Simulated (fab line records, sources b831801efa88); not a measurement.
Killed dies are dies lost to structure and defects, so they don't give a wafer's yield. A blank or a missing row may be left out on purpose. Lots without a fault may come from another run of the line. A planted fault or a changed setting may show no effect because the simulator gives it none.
Which tool did it? | flow sfq_line | 16 lots, 48 wafers sampled, at 3 steps of a route of 325

WHAT THE GAUGES READ, wafer by wafer
SFQ_I2_OVL_MEAS_918. Usual: I2_OVL -3 nm, standard deviation 5.9.
lot  | measured     | on         | I2_OVL (nm) | flag
L565 | day 36 16:13 | overlay-01 | 4 0 7       |
L566 | day 37 10:37 | overlay-02 | 0 2 0       |
L567 | day 44 01:33 | overlay-02 | 0 -8 -1     |
L569 | day 44 11:17 | overlay-01 | 0 -1 -2     |
L570 | day 44 13:40 | overlay-02 | -4 -4 4     |
L571 | day 44 22:04 | overlay-02 | -12 -11 -6  |
L572 | day 45 02:52 | overlay-02 | -4 -7 -7    |
L573 | day 45 05:17 | overlay-02 | -8 -6 -7    |
L574 | day 45 11:17 | overlay-02 | 4 4 2       |
L575 | day 45 14:53 | overlay-02 | 8 6 2       |
L576 | day 45 18:29 | overlay-02 | -17 -6 -10  |
L577 | day 45 23:17 | overlay-02 | -12 -7 -6   |
L578 | day 46 00:28 | overlay-01 | -2 -3 -1    |
L579 | day 46 02:52 | overlay-02 | -10 -8 -4   |
L580 | day 46 06:29 | overlay-01 | 7 6 4       |
L581 | day 46 08:52 | overlay-01 | -4 -8 -8    |

WHICH TOOL RAN EACH LOT (tool, then ch and the chambers of the sampled wafers, then the start)
lot  | SFQ_TRILAYER_M2_DEP_SPUTTER_055 | SFQ_TRILAYER_I2_METRO_MEASURE_065
L565 | pvd_sputter-06, day 29 09:28    | film_metro-01, day 36 01:03
L566 | pvd_sputter-05, day 30 17:34    | film_metro-04, day 37 04:03
L567 | pvd_sputter-06, day 31 12:46    | film_metro-04, day 38 08:39
L569 | pvd_sputter-05, day 32 03:31    | film_metro-03, day 38 19:27
L570 | pvd_sputter-06, day 32 09:16    | film_metro-03, day 38 22:03
L571 | pvd_sputter-04, day 33 03:17    | film_metro-04, day 39 08:39
L572 | pvd_sputter-05, day 33 04:28    | film_metro-04, day 39 11:39
L573 | pvd_sputter-04, day 33 09:52    | film_metro-01, day 39 14:51
L574 | pvd_sputter-06, day 33 14:40    | film_metro-01, day 40 00:07
L575 | pvd_sputter-05, day 33 15:17    | film_metro-04, day 40 03:05
L576 | pvd_sputter-05, day 33 22:28    | film_metro-01, day 40 09:19
L577 | pvd_sputter-06, day 33 23:40    | film_metro-03, day 40 12:05
L578 | pvd_sputter-04, day 34 06:52    | film_metro-01, day 40 11:55
L579 | pvd_sputter-06, day 34 08:05    | film_metro-01, day 40 14:53
L580 | pvd_sputter-05, day 34 12:52    | film_metro-03, day 40 18:05
L581 | pvd_sputter-05, day 34 18:52    | film_metro-04, day 40 20:55
- SFQ_TRILAYER_M2_DEP_SPUTTER_055: material Nb, target thk 200 nm, time 133.3 s.
- SFQ_TRILAYER_I2_METRO_MEASURE_065

WHAT THE TOOLS THEMSELVES READ (means of the sampled wafers that have a number; where no wafer has one, the mark that the record gives instead)
SFQ_TRILAYER_M2_DEP_SPUTTER_055. Usual: throttle_valve_pct 30.3 %, standard deviation 1.2.
lot  | tool           | throttle_valve_pct (%) | flag
L565 | pvd_sputter-06 | 31.1                   |
L566 | pvd_sputter-05 | 29.9                   |
L567 | pvd_sputter-06 | 31.6                   |
L569 | pvd_sputter-05 | 30.3                   |
L570 | pvd_sputter-06 | 31.1                   |
L571 | pvd_sputter-04 | 28.9                   |
L572 | pvd_sputter-05 | 30.6                   |
L573 | pvd_sputter-04 | 28.5                   |
L574 | pvd_sputter-06 | 30.8                   |
L575 | pvd_sputter-05 | 30.0                   |
L576 | pvd_sputter-05 | 30.8                   |
L577 | pvd_sputter-06 | 30.2                   |
L578 | pvd_sputter-04 | 31.2                   |
L579 | pvd_sputter-06 | 30.2                   |
L580 | pvd_sputter-05 | 30.3                   |
L581 | pvd_sputter-05 | 30.8                   |

SFQ_TRILAYER_I2_METRO_MEASURE_065. Usual: thk_nm 199.5 nm, standard deviation 1.3.
lot  | tool          | thk_nm (nm) | flag
L565 | film_metro-01 | 199.9       |
L566 | film_metro-04 | 198.7       |
L567 | film_metro-04 | 200.0       |
L569 | film_metro-03 | 199.0       |
L570 | film_metro-03 | 198.5       |
L571 | film_metro-04 | 199.8       |
L572 | film_metro-04 | 200.6       |
L573 | film_metro-01 | 200.7       |
L574 | film_metro-01 | 197.9       |
L575 | film_metro-04 | 199.3       |
L576 | film_metro-01 | 198.7       |
L577 | film_metro-03 | 200.8       |
L578 | film_metro-01 | 199.7       |
L579 | film_metro-01 | 199.3       |
L580 | film_metro-03 | 199.2       |
L581 | film_metro-04 | 199.4       |

THE ANSWER, worked out from the rows above alone
Rule: a lot is off if the mean of its wafers that have a number lies more than 3 standard deviations from the usual mean. A lot without any number at a reading at which 4 lots or more have one is off too. The other lots that the step has rows for count as sound. The gauges are gone through in route order, then the tools' own readings, and for those a lot's mean is taken as printed above. The first step at which some lot is off is used, and at that step the reading that is off furthest; a lot without a number counts as furthest.
No lot is off at any reading shown: from this, nothing can be told.

WHAT THE SIMULATOR HAD PUT IN
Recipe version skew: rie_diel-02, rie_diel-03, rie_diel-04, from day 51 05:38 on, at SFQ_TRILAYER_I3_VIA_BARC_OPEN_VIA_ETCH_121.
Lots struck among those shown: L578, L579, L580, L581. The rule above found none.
